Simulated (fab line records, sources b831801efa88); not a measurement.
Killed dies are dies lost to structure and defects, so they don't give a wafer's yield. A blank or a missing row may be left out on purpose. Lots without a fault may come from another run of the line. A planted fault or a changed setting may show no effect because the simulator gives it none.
fab line records | flow sky130
record lots=11 wafers=33 last_day=50
route steps=708 shown SD_P@329 METAL1@453 VIA1@460 METAL2@486
lots that met no fault: from a run of the same line without faults
start_h: hours from the record's first day to the start of the lot's first wafer shown | wait_h: hours since the lot's step before | " the same as in the row above | L1.1+2: a row that stands for several wafers | - no value, or no start given | * or withheld: withheld | < > ~ a bound
route shown NAME@n: a module of which the file shows steps, and the number in the route of the first | usual: mean/standard deviation of fault-free wafers | same: alike in all rows | chamber/n: place in a boat | sites: the reading at each site | _std_site: their standard deviation | _edge_site: outer sites' mean less inner sites' | radius_mm: how far each site lies from the wafer's centre | mask NAME#n: copy n | behind: the tool/chamber that last shaped the wafer | hold: why the lot was held/for how many hours/how that ended | device: the transistor (n, p or np) that didn't switch | end of line: the same wafers' tests at the end of the route | a step without rows: its recipe alone | killed: dies lost to structure and defects at the first sort, not the wafer's yield | map: a wafer's dies, x killed, . not, _ none there
set.NAME: the setting as run; set.NAME@STEP: as run at that earlier step | model.NAME: the simulator's own value behind a step, which no gauge read
steps of the route over a sample of lots; a table a step, a row a wafer
services: from which hour (start_h, from the record's first day; less than 0 if before it) a tool's chamber was out of use, for how many hours, and why
## steps
# step SKY_SD_P_IMPLANT_09
# recipe species=BF2 energy_kev=20 dose_cm2=3e+15 tilt_deg=0
# usual tilt_deg=-0.005/0.02
# columns lot.wafer tool chamber start_h wait_h tilt_deg
L147.4 implanter-01 0 605.49 0.1 0.034
L147.5 " 0 " " 0.011
L147.6 " 0 " " 0.013
L149.3 implanter-01 0 627.25 0.1 -0.016
L149.5 " 0 " " 0.025
L149.6 " 0 " " 0.003
L150.1 implanter-04 0 636.10 0.0 0.025
L150.3 " 0 " " 0.013
L150.4 " 0 " " 0.026
L153.1 implanter-01 0 657.81 0.0 -0.038
L153.3 " 0 " " 0.011
L153.5 " 0 " " -0.042
L154.1 implanter-03 0 664.16 0.0 0.008
L154.2 " 0 " " -0.015
L154.4 " 0 " " -0.011
L155.2 implanter-03 0 681.99 0.0 0.033
L155.3 " 0 " " -0.014
L155.4 " 0 " " 0.017
L156.2 implanter-03 0 684.20 0.0 6.269
L156.3 " 0 " " 6.262
L156.5 " 0 " " 6.257
L157.1 implanter-03 0 694.98 0.0 6.279
L157.3 " 0 " " 6.274
L157.6 " 0 " " 6.265
L166.2 implanter-03 0 759.22 0.2 -0.038
L166.3 " 0 " " 0.002
L166.4 " 0 " " 0.000
L167.2 implanter-03 0 766.63 0.0 0.016
L167.3 " 0 " " -0.030
L167.4 " 0 " " -0.007
L168.2 implanter-04 0 774.35 0.0 0.007
L168.4 " 0 " " 0.023
L168.6 " 0 " " -0.015
# step SKY_SD_P_TW_MEAS_11
# usual SD_P_TW=2845/16
# columns lot.wafer tool chamber start_h wait_h SD_P_TW
L147.4 film_metro-01 - 605.69 0.1 2858
L147.5 " - " " 2844
L147.6 " - " " 2823
L149.3 film_metro-04 - 627.47 0.1 2868
L149.5 " - " " 2859
L149.6 " - " " 2855
L150.1 film_metro-01 - 636.35 0.1 2841
L150.3 " - " " 2862
L150.4 " - " " 2854
L153.1 film_metro-01 - 658.06 0.1 2817
L153.3 " - " " 2832
L153.5 " - " " 2827
L154.1 film_metro-01 - 664.41 0.1 2824
L154.2 " - " " 2819
L154.4 " - " " 2838
L155.2 film_metro-04 - 682.22 0.1 2865
L155.3 " - " " 2861
L155.4 " - " " 2874
L156.2 film_metro-03 - 684.44 0.1 3022
L156.3 " - " " 3017
L156.5 " - " " 3024
L157.1 film_metro-03 - 695.23 0.1 3024
L157.3 " - " " 3015
L157.6 " - " " 3037
L166.2 film_metro-04 - 759.45 0.1 2863
L166.3 " - " " 2858
L166.4 " - " " 2854
L167.2 film_metro-03 - 766.86 0.1 2839
L167.3 " - " " 2838
L167.4 " - " " 2839
L168.2 film_metro-04 - 774.59 0.1 2860
L168.4 " - " " 2847
L168.6 " - " " 2867
# step SKY_SD_N_RS_MEAS_17
# recipe thk_meas_gauge=four-point-probe
# usual SD_P_RS=147.1/0.39
# columns lot.wafer tool chamber start_h wait_h SD_P_RS[ohm/sq]
L147.4 film_metro-03 - 664.12 0.1 147.4
L147.5 " - " " 147.2
L147.6 " - " " 147.3
L149.3 film_metro-04 - 683.35 0.1 146.7
L149.5 " - " " 146.8
L149.6 " - " " 146.9
L150.1 film_metro-03 - 692.89 0.1 146.5
L150.3 " - " " 146.9
L150.4 " - " " 146.5
L153.1 film_metro-01 - 713.61 0.1 147.5
L153.3 " - " " 147.8
L153.5 " - " " 147.4
L154.1 film_metro-01 - 720.53 0.1 147.4
L154.2 " - " " 147.8
L154.4 " - " " 147.3
L155.2 film_metro-03 - 739.81 0.1 146.4
L155.3 " - " " 146.3
L155.4 " - " " 146.9
L156.2 film_metro-04 - 741.63 0.1 137.7
L156.3 " - " " 137.9
L156.5 " - " " 138.0
L157.1 film_metro-03 - 750.58 0.1 138.4
L157.3 " - " " 138.5
L157.6 " - " " 138.6
L166.2 film_metro-03 - 813.61 0.1 147.0
L166.3 " - " " 147.4
L166.4 " - " " 146.8
L167.2 film_metro-01 - 820.18 0.1 146.9
L167.3 " - " " 147.5
L167.4 " - " " 147.4
L168.2 film_metro-03 - 829.46 0.1 146.8
L168.4 " - " " 147.0
L168.6 " - " " 147.2
# step SKY_METAL1_METAL_ETCH_19
# recipe target_depth_a=3600 stop_on=SiO2 over_etch_frac=0.3 time_s=78 chemistry=Cl2/BCl3 resist_sidewall_deg=88 pressure_mtorr=10 icp_w=900 bias_w=48.5 Cl2_flow_sccm=60 bcl3_flow_sccm=30
# usual drypump_motor_current_A=5.86/0.28 mfc_cl2_sccm=60.01/0.18 oes_product_au=0.855/0.0063 throttle_valve_pct=22.263/0.0087
# columns lot.wafer tool chamber start_h wait_h drypump_motor_current_A mfc_cl2_sccm oes_product_au rf_hours_counter_h throttle_valve_pct
L147.4 rie_metal-04 1 779.60 0.1 5.78 60.21 0.860 - 22.278
L147.5 " 0 " " 6.29 60.29 0.844 - 22.266
L147.6 " 1 " " 5.77 59.99 0.847 - 22.258
L149.3 rie_metal-01 1 798.03 0.1 5.43 60.01 0.860 - 22.251
L149.5 " 0 " " 5.85 60.12 0.859 - 22.267
L149.6 " 1 " " 5.41 60.00 0.852 - 22.249
L150.1 rie_metal-02 1 807.29 0.1 5.99 60.12 0.865 7 22.270
L150.3 " 1 " " 6.00 59.92 0.860 - 22.274
L150.4 " 1 " " 5.98 60.29 0.860 - 22.248
L153.1 rie_metal-01 1 827.89 0.1 5.34 60.27 0.840 3 22.257
L153.3 " 1 " " 5.41 60.08 0.849 - 22.256
L153.5 " 1 " " 5.42 60.18 0.854 - 22.275
L154.1 rie_metal-02 1 833.35 0.0 6.00 60.00 0.856 9 22.267
L154.2 " 0 " " 5.61 59.97 0.860 0 22.261
L154.4 " 0 " " 5.63 60.04 0.852 - 22.254
L155.2 rie_metal-02 1 851.52 0.0 5.98 59.87 0.850 9 22.258
L155.3 " 1 " " 6.01 59.93 0.859 - 22.273
L155.4 " 0 " " 5.63 59.83 0.848 - 22.254
L156.2 rie_metal-04 1 853.55 0.0 5.79 60.02 0.868 14 22.261
L156.3 " 1 " " 5.78 60.09 0.850 - 22.249
L156.5 " 1 " " 5.79 59.88 0.850 - 22.269
L157.1 rie_metal-04 1 861.17 0.0 5.78 60.13 0.854 14 22.260
L157.3 " 0 " " 6.26 60.01 0.859 - 22.265
L157.6 " 0 " " 6.25 60.17 0.851 - 22.268
L166.2 rie_metal-04 0 922.17 0.0 6.25 59.91 0.848 11 22.254
L166.3 " 1 " " 5.77 60.06 0.846 - 22.255
L166.4 " 0 " " 6.25 59.91 0.865 - 22.263
L167.2 rie_metal-01 1 930.37 0.0 5.40 59.67 0.847 7 22.255
L167.3 " 0 " " 5.90 60.17 0.849 - 22.266
L167.4 " 1 " " 5.42 59.70 0.853 - 22.272
L168.2 rie_metal-04 0 939.15 0.0 6.25 59.84 0.852 12 22.263
L168.4 " 1 " " 5.76 59.98 0.851 - 22.249
L168.6 " 0 " " 6.26 59.95 0.857 - 22.257
# step SKY_VIA1_CMP_02
# recipe material=SiO2 down_force_psi=4 platen_rpm=60 pad_velocity_m_s=0.94248
# usual edge_zone_pressure_frac=1.000/0.0047 motor_current_A=11.7/1.3 retaining_ring_pressure_frac=1.000/0.0054
# columns lot.wafer tool chamber start_h wait_h edge_zone_pressure_frac motor_current_A retaining_ring_pressure_frac
L147.4 cmp-02 2 780.58 0.2 1.001 14.6 1.007
L147.6 " 3 " " 0.990 9.5 0.998
L147.5 " 0 " " 0.995 11.6 0.998
L149.3 cmp-02 1 798.95 0.1 0.995 12.5 1.006
L149.6 " 3 " " 1.003 9.5 1.000
L149.5 " 0 " " 1.003 11.3 0.994
L150.4 cmp-02 0 808.30 0.1 0.995 11.6 1.003
L150.3 " 1 " " 1.010 12.7 1.000
L150.1 " 2 " " 0.998 13.6 1.008
L153.3 cmp-01 1 828.87 0.0 1.006 12.4 0.992
L153.1 " 0 " " 0.995 11.8 0.999
L153.5 " 2 " " 1.000 11.3 1.005
L154.2 cmp-01 2 834.32 0.1 0.999 12.0 0.993
L154.1 " 3 " " 0.992 12.2 0.997
L154.4 " 0 " " 0.986 12.1 0.987
L155.3 cmp-01 1 852.38 0.0 0.996 11.5 0.998
L155.4 " 2 " " 1.000 11.7 1.005
L155.2 " 0 " " 1.000 11.7 0.999
L156.2 cmp-02 3 854.40 0.0 0.994 9.2 0.999
L156.3 " 1 " " 1.006 13.0 1.003
L156.5 " 0 " " 0.999 11.5 1.004
L157.1 cmp-01 0 862.17 0.1 1.001 11.7 0.998
L157.3 " 1 " " 1.001 12.7 0.998
L157.6 " 3 " " 1.002 12.2 0.995
L166.4 cmp-01 3 923.03 0.0 0.996 12.6 1.005
L166.2 " 0 " " 1.002 11.4 1.005
L166.3 " 2 " " 0.996 11.8 1.002
L167.3 cmp-01 1 931.23 0.0 0.997 11.7 0.992
L167.2 " 2 " " 1.001 11.7 0.990
L167.4 " 3 " " 0.997 12.8 0.987
L168.2 cmp-01 2 940.16 0.1 1.001 11.2 0.991
L168.4 " 3 " " 0.995 12.3 1.000
L168.6 " 1 " " 0.998 11.8 1.007
# step SKY_METAL2_SPUTTER_03
# recipe material=Ti target_thk_nm=5 power_w=3000 time_s=3.3 chamber_pressure_pa=0.4
# usual throttle_valve_pct=29.9/0.82
# columns lot.wafer tool chamber start_h wait_h throttle_valve_pct
L147.4 pvd_sputter-03 - 809.70 0.0 30.7
L147.5 " - " " 30.5
L147.6 " - " " 30.9
L149.3 pvd_sputter-01 - 827.06 0.0 29.3
L149.5 " - " " 30.2
L149.6 " - " " 30.6
L150.1 pvd_sputter-03 - 836.78 0.0 30.7
L150.3 " - " " 30.4
L150.4 " - " " 28.7
L153.1 pvd_sputter-02 - 857.30 0.0 30.2
L153.3 " - " " 30.7
L153.5 " - " " 30.4
L154.1 pvd_sputter-02 - 862.03 0.0 31.5
L154.2 " - " " 31.3
L154.4 " - " " 30.1
L155.2 pvd_sputter-02 - 880.70 0.0 31.2
L155.3 " - " " 30.1
L155.4 " - " " 31.3
L156.2 pvd_sputter-03 - 882.65 0.0 30.8
L156.3 " - " " 30.6
L156.5 " - " " 30.9
L157.1 pvd_sputter-01 - 889.65 0.0 30.4
L157.3 " - " " 29.2
L157.6 " - " " 30.3
L166.2 pvd_sputter-03 - 949.56 0.0 30.6
L166.3 " - " " 28.5
L166.4 " - " " 28.9
L167.2 pvd_sputter-01 - 957.44 0.0 29.2
L167.3 " - " " 30.2
L167.4 " - " " 29.2
L168.2 pvd_sputter-01 - 965.95 0.0 30.1
L168.4 " - " " 29.1
L168.6 " - " " 29.1
## services
# columns tool chamber start_h hours kind
pvd_sputter-03 - 587.60 0.5 repair
cmp-01 - 619.57 1.2 repair
rie_metal-04 - 626.64 0.7 repair
pvd_sputter-01 - 629.19 1.6 repair
cmp-02 - 665.49 1.0 repair
implanter-03 - 686.66 3.2 pm
pvd_sputter-01 - 700.04 1.8 repair
cmp-02 - 707.97 1.5 repair
cmp-02 - 721.24 4.8 pm
cmp-02 - 744.00 4.0 pm
cmp-01 - 771.66 3.2 pm
implanter-03 - 780.98 1.4 repair
implanter-03 - 790.14 2.9 repair
cmp-02 - 801.44 4.4 repair
implanter-03 - 811.76 13.8 repair
pvd_sputter-03 - 819.83 2.2 repair
cmp-01 - 832.16 0.3 repair
cmp-01 - 847.93 1.6 repair
cmp-02 - 852.12 1.7 repair
cmp-01 - 866.99 4.4 repair
cmp-01 - 912.00 4.0 pm
pvd_sputter-01 - 918.66 5.4 repair
pvd_sputter-01 - 922.28 7.5 repair
cmp-01 - 936.42 0.9 repair
## key
first_sign step=SKY_SD_P_IMPLANT_09 reading=tilt_deg direction=up sigmas=99+ usual=* struck=*
effect step=SKY_SD_P_TW_MEAS_11 reading=SD_P_TW direction=up sigmas=11 usual=2845 struck=3023
effect step=SKY_SD_N_RS_MEAS_17 reading=SD_P_RS direction=down sigmas=23 usual=147.1 struck=138.2
met_at SKY_SD_P_IMPLANT_09
struck_lots L156,L157
tester_left_out L156,L157
not_acting_at SKY_METAL1_METAL_ETCH_19,SKY_VIA1_CMP_02,SKY_METAL2_SPUTTER_03
onset_between 681.99 684.20
fault kind=process_parameter_drift tool=implanter-03 chamber=- onset_h=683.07 steps=SKY_SD_P_IMPLANT_09 channel=tilt_deg offset=* shape=step end_h=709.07 acts_in=* stated=*
# tester_left_out: of these lots the tester's yield and bins aren't shown, on N5 and GAA mostly nor the transistor test; their killed dies are dies lost to structure and defects alone, not to doping, threshold or leakage, so they don't give the yield
